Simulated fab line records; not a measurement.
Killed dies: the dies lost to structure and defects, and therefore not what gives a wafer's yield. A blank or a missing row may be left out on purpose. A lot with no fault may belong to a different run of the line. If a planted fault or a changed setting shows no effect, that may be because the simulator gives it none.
Matching of chambers / flow gf180mcu / GF_CONTACT_CMP_04 on cmp-02: 4 sister chambers
The step polishes SiO2. 18 wafers are shown with their chamber, then 9 later ones without.

== WAFERS, EACH WITH ITS CHAMBER ==
wafer=L940.2; chamber=3; time-to-endpoint-s (s)=117; motor-current-A (A)=12.8
wafer=L940.4; chamber=0; time-to-endpoint-s (s)=108; motor-current-A (A)=12.9
wafer=L940.5; chamber=3; time-to-endpoint-s (s)=113; motor-current-A (A)=13.5
wafer=L943.1; chamber=1; time-to-endpoint-s (s)=113; motor-current-A (A)=12.7
wafer=L943.3; chamber=2; time-to-endpoint-s (s)=110; motor-current-A (A)=12.4
wafer=L943.4; chamber=3; time-to-endpoint-s (s)=116; motor-current-A (A)=12.4
wafer=L945.2; chamber=3; time-to-endpoint-s (s)=107; motor-current-A (A)=13.1
wafer=L945.3; chamber=0; time-to-endpoint-s (s)=103; motor-current-A (A)=12.5
wafer=L945.6; chamber=3; time-to-endpoint-s (s)=110; motor-current-A (A)=13.0
wafer=L946.1; chamber=3; time-to-endpoint-s (s)=109; motor-current-A (A)=13.3
wafer=L946.4; chamber=2; time-to-endpoint-s (s)=105; motor-current-A (A)=12.2
wafer=L946.5; chamber=0; time-to-endpoint-s (s)=111; motor-current-A (A)=13.1
wafer=L954.1; chamber=1; time-to-endpoint-s (s)=121; motor-current-A (A)=12.0
wafer=L954.2; chamber=2; time-to-endpoint-s (s)=111; motor-current-A (A)=11.7
wafer=L954.4; chamber=0; time-to-endpoint-s (s)=108; motor-current-A (A)=13.1
wafer=L955.1; chamber=2; time-to-endpoint-s (s)=105; motor-current-A (A)=12.6
wafer=L955.2; chamber=0; time-to-endpoint-s (s)=105; motor-current-A (A)=12.7
wafer=L955.4; chamber=1; time-to-endpoint-s (s)=117; motor-current-A (A)=11.6

SIGNATURES (means of the wafers above)
reading=time-to-endpoint-s; chamber 0=107.00; chamber 1=117.00; chamber 2=107.75; chamber 3=112.00; scatter within a chamber=3.59
reading=motor-current-A; chamber 0=12.860; chamber 1=12.100; chamber 2=12.225; chamber 3=13.017; scatter within a chamber=0.386
Rule: for a wafer and a chamber, the distance is found by dividing, reading by reading, the gap between the wafer's reading and the chamber's mean by the reading's scatter, squaring, summing and taking the root. If the next closest chamber is less than 2 further off than the closest, the wafer can't be placed; otherwise it belongs to the closest. How the scatter is found: for the shown wafers, subtract from each reading the mean of its chamber, square and add these, divide the total by (wafers less chambers), then take the root.

== WAFERS MISSING THEIR CHAMBER ==
wafer=L959.4; time-to-endpoint-s (s)=107; motor-current-A (A)=12.7
wafer=L959.5; time-to-endpoint-s (s)=109; motor-current-A (A)=12.6
wafer=L959.6; time-to-endpoint-s (s)=109; motor-current-A (A)=12.4
wafer=L961.1; time-to-endpoint-s (s)=96; motor-current-A (A)=12.8
wafer=L961.2; time-to-endpoint-s (s)=105; motor-current-A (A)=12.9
wafer=L961.3; time-to-endpoint-s (s)=103; motor-current-A (A)=13.4
wafer=L963.3; time-to-endpoint-s (s)=103; motor-current-A (A)=12.2
wafer=L963.4; time-to-endpoint-s (s)=102; motor-current-A (A)=12.4
wafer=L963.5; time-to-endpoint-s (s)=109; motor-current-A (A)=13.0

== WHICH CHAMBER EACH ONE RAN IN ==
wafer=L959.4; from the rows above=can't be placed: 0 or 2 or 3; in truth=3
wafer=L959.5; from the rows above=can't be placed: 0 or 2 or 3 or 1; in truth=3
wafer=L959.6; from the rows above=can't be placed: 2 or 0 or 3 or 1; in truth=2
wafer=L961.1; from the rows above=can't be placed: 0 or 2 or 3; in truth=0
wafer=L961.2; from the rows above=can't be placed: 0 or 2 or 3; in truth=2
wafer=L961.3; from the rows above=can't be placed: 0 or 3 or 2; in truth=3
wafer=L963.3; from the rows above=can't be placed: 2 or 0 or 3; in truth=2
wafer=L963.4; from the rows above=can't be placed: 2 or 0 or 3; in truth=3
wafer=L963.5; from the rows above=can't be placed: 0 or 3 or 2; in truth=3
Correctly placed: 0 of 9. Cannot be placed on the basis of these rows: 9; the candidates contain the true chamber in 9. Number placed wrongly: 0.
